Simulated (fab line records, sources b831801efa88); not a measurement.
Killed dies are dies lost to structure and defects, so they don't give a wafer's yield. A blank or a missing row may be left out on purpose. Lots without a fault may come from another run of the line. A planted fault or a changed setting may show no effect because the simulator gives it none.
Tool commonality check | flow gf180mcu | 12 lots, 36 wafers sampled

WHY IT WAS OPENED
At GF_VT_IMPLANT_RS_MEAS_49 the reading MVPSD_RS is flagged on 1 of 12 lots. Wafers without a fault read 1182 ohm/sq, standard deviation 3.8.
Rule: a lot is flagged when every wafer of it that has a number lies more than 4 standard deviations from that mean, or none has a number. The other lots count as sound.

lot  | measured     | on            | MVPSD_RS (ohm/sq), wafer by wafer | flag
L870 | day 7 17:14  | film_metro-01 | 1182 1183 1180                    |
L871 | day 7 21:41  | film_metro-03 | 1178 1186 1181                    |
L872 | day 8 05:54  | film_metro-02 | 1179 1177 1180                    |
L873 | day 8 12:23  | film_metro-01 | 1185 1180 1179                    |
L874 | day 8 17:37  | film_metro-02 | 1183 1186 1187                    |
L875 | day 8 21:29  | film_metro-01 | 1187 1189 1183                    |
L876 | day 9 06:42  | film_metro-01 | 1178 1181 1180                    |
L882 | day 11 02:24 | film_metro-02 | 1271 1270 1272                    | FLAGGED
L887 | day 12 08:42 | film_metro-01 | 1182 1184 1181                    |
L889 | day 12 19:38 | film_metro-03 | 1179 1180 1178                    |
L890 | day 13 02:00 | film_metro-02 | 1189 1186 1189                    |
L893 | day 14 00:28 | film_metro-03 | 1185 1185 1182                    |
The numbers of the flagged lots are 1271 ohm/sq on average: +89 ohm/sq against the usual, or +23 standard deviations.

WHICH TOOL RAN EACH LOT
The record holds 1 process step before the reading, out of a route of 602 steps. In each cell: the tool, then ch and the chambers that the sampled wafers went through, then the start.
lot  | flag    | GF_MVPSD_IMPLANT_09
L870 |         | implanter-02 ch 0, day 5 03:56
L871 |         | implanter-02 ch 0, day 5 08:38
L872 |         | implanter-02 ch 0, day 5 16:02
L873 |         | implanter-02 ch 0, day 5 19:41
L874 |         | implanter-02 ch 0, day 6 00:50
L875 |         | implanter-04 ch 0, day 6 04:46
L876 |         | implanter-02 ch 0, day 6 13:13
L882 | FLAGGED | implanter-04 ch 0, day 8 03:58
L887 |         | implanter-01 ch 0, day 9 07:04
L889 |         | implanter-01 ch 0, day 9 17:56
L890 |         | implanter-01 ch 0, day 9 23:05
L893 |         | implanter-02 ch 0, day 10 17:54
What these steps do:
- GF_MVPSD_IMPLANT_09
- GF_VT_IMPLANT_RS_MEAS_49: measures by four-point-probe.

FLAGGED OVER TOTAL, TOOL BY TOOL (the gauges that took the reading come last)
step                     | tool          | lots run | flagged | share of the flagged lots | sound lots run after its first flagged lot
GF_MVPSD_IMPLANT_09      | implanter-01  | 3        | 0       | none                      | -
GF_MVPSD_IMPLANT_09      | implanter-02  | 7        | 0       | none                      | -
GF_MVPSD_IMPLANT_09      | implanter-04  | 2        | 1       | all                       | 0
GF_VT_IMPLANT_RS_MEAS_49 | film_metro-01 | 5        | 0       | none                      | -
GF_VT_IMPLANT_RS_MEAS_49 | film_metro-02 | 4        | 1       | all                       | 1 (L890)
GF_VT_IMPLANT_RS_MEAS_49 | film_metro-03 | 3        | 0       | none                      | -

WHAT THE TABLE ALLOWS
2 rows of the table ran every flagged lot: implanter-04 at GF_MVPSD_IMPLANT_09, film_metro-02 at GF_VT_IMPLANT_RS_MEAS_49.
- implanter-04 at GF_MVPSD_IMPLANT_09: 1 of its 2 lots flagged. Its last sound lot is L875 (day 6 04:46), its first flagged lot L882 (day 8 03:58): a fault that began between those two fits.
- film_metro-02 at GF_VT_IMPLANT_RS_MEAS_49: 1 of its 4 lots flagged. Sound lots ran on it after the first flagged one (L890), which a lasting fault on the whole tool wouldn't allow.
One tool is left: implanter-04 at GF_MVPSD_IMPLANT_09.

WHAT THE SIMULATOR HAD PUT IN
Process parameter drift: implanter-04, from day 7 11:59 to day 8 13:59, at GF_MVPSD_IMPLANT_09. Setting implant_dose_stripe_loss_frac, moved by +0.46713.
Lots struck among those shown: L882. The rule above found the same.
